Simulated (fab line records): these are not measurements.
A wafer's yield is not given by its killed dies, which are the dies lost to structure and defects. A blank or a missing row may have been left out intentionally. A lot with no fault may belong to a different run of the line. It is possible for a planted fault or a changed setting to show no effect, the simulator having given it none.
Matching of chambers || flow gf180mcu || GF_PASSIVATION_ETCH_11 on rie-diel-04 has 4 sister chambers
The step etches the open film in CF4/O2, stops on TiN, target depth 2040 nm, time 453.3 s. 14 wafers are shown with their chamber, then 7 later ones without.

== WAFERS PAIRED WITH THEIR CHAMBERS ==
{"wafer": "L075.3", "chamber": 2, "oes-product-au (a.u.)": 0.983, "throttle-valve-pct (%)": 5.964}
{"wafer": "L075.5", "chamber": 2, "oes-product-au (a.u.)": 0.992, "throttle-valve-pct (%)": 5.958}
{"wafer": "L075.6", "chamber": 3, "oes-product-au (a.u.)": 0.984, "throttle-valve-pct (%)": 5.970}
{"wafer": "L080.2", "chamber": 2, "oes-product-au (a.u.)": 0.989, "throttle-valve-pct (%)": 5.973}
{"wafer": "L080.3", "chamber": 3, "oes-product-au (a.u.)": 0.991, "throttle-valve-pct (%)": 5.975}
{"wafer": "L080.6", "chamber": 3, "oes-product-au (a.u.)": 0.980, "throttle-valve-pct (%)": 5.973}
{"wafer": "L084.3", "chamber": 3, "oes-product-au (a.u.)": 0.990, "throttle-valve-pct (%)": 5.965}
{"wafer": "L084.4", "chamber": 1, "oes-product-au (a.u.)": 0.995, "throttle-valve-pct (%)": 5.977}
{"wafer": "L084.5", "chamber": 3, "oes-product-au (a.u.)": 0.978, "throttle-valve-pct (%)": 5.977}
{"wafer": "L088.1", "chamber": 3, "oes-product-au (a.u.)": 0.982, "throttle-valve-pct (%)": 5.986}
{"wafer": "L088.4", "chamber": 0, "oes-product-au (a.u.)": 0.990, "throttle-valve-pct (%)": 5.975}
{"wafer": "L088.5", "chamber": 3, "oes-product-au (a.u.)": 0.984, "throttle-valve-pct (%)": 5.971}
{"wafer": "L090.1", "chamber": 2, "oes-product-au (a.u.)": 0.983, "throttle-valve-pct (%)": 5.977}
{"wafer": "L090.2", "chamber": 1, "oes-product-au (a.u.)": 0.996, "throttle-valve-pct (%)": 5.970}

SIGNATURES (means of the wafers above)
{"reading": "oes-product-au", "chamber 0": 0.99000, "chamber 1": 0.99550, "chamber 2": 0.98675, "chamber 3": 0.98414, "scatter within a chamber": 0.0045}
{"reading": "throttle-valve-pct", "chamber 0": 5.97500, "chamber 1": 5.97350, "chamber 2": 5.96800, "chamber 3": 5.97386, "scatter within a chamber": 0.00712}
Rule: a wafer lies at a distance from a chamber equal to the root of the sum of squares, over the readings, of (its reading less the chamber's mean, divided by the reading's scatter). If the next closest chamber is less than 2 further off than the closest, the wafer can't be placed; otherwise it belongs to the closest. How the scatter is found: for the shown wafers, subtract from each reading the mean of its chamber, square and add these, divide the total by (wafers less chambers), then take the root.

== WAFERS WITHOUT THEIR CHAMBER ==
{"wafer": "L090.5", "oes-product-au (a.u.)": 0.975, "throttle-valve-pct (%)": 5.965}
{"wafer": "L091.2", "oes-product-au (a.u.)": 1.003, "throttle-valve-pct (%)": 5.970}
{"wafer": "L091.5", "oes-product-au (a.u.)": 0.980, "throttle-valve-pct (%)": 5.959}
{"wafer": "L091.6", "oes-product-au (a.u.)": 0.997, "throttle-valve-pct (%)": 5.975}
{"wafer": "L095.2", "oes-product-au (a.u.)": 0.995, "throttle-valve-pct (%)": 5.960}
{"wafer": "L095.3", "oes-product-au (a.u.)": 0.980, "throttle-valve-pct (%)": 5.986}
{"wafer": "L095.6", "oes-product-au (a.u.)": 0.975, "throttle-valve-pct (%)": 5.969}

== WHICH CHAMBER EACH ONE RAN IN ==
{"wafer": "L090.5", "from the rows above": "can't be placed: 3 or 2 or 0", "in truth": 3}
{"wafer": "L091.2", "from the rows above": "can't be placed: 1 or 0 or 2", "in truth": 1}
{"wafer": "L091.5", "from the rows above": "can't be placed: 2 or 3 or 0", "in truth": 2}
{"wafer": "L091.6", "from the rows above": "can't be placed: 1 or 0", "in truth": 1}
{"wafer": "L095.2", "from the rows above": "can't be placed: 1 or 2 or 0 or 3", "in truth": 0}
{"wafer": "L095.3", "from the rows above": "can't be placed: 3 or 0 or 2 or 1", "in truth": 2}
{"wafer": "L095.6", "from the rows above": "can't be placed: 3 or 2 or 0", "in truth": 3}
Placed correctly: 0 of 7. These rows do not allow placing 7 (true chamber among the candidates in 7). Number placed wrongly: 0.
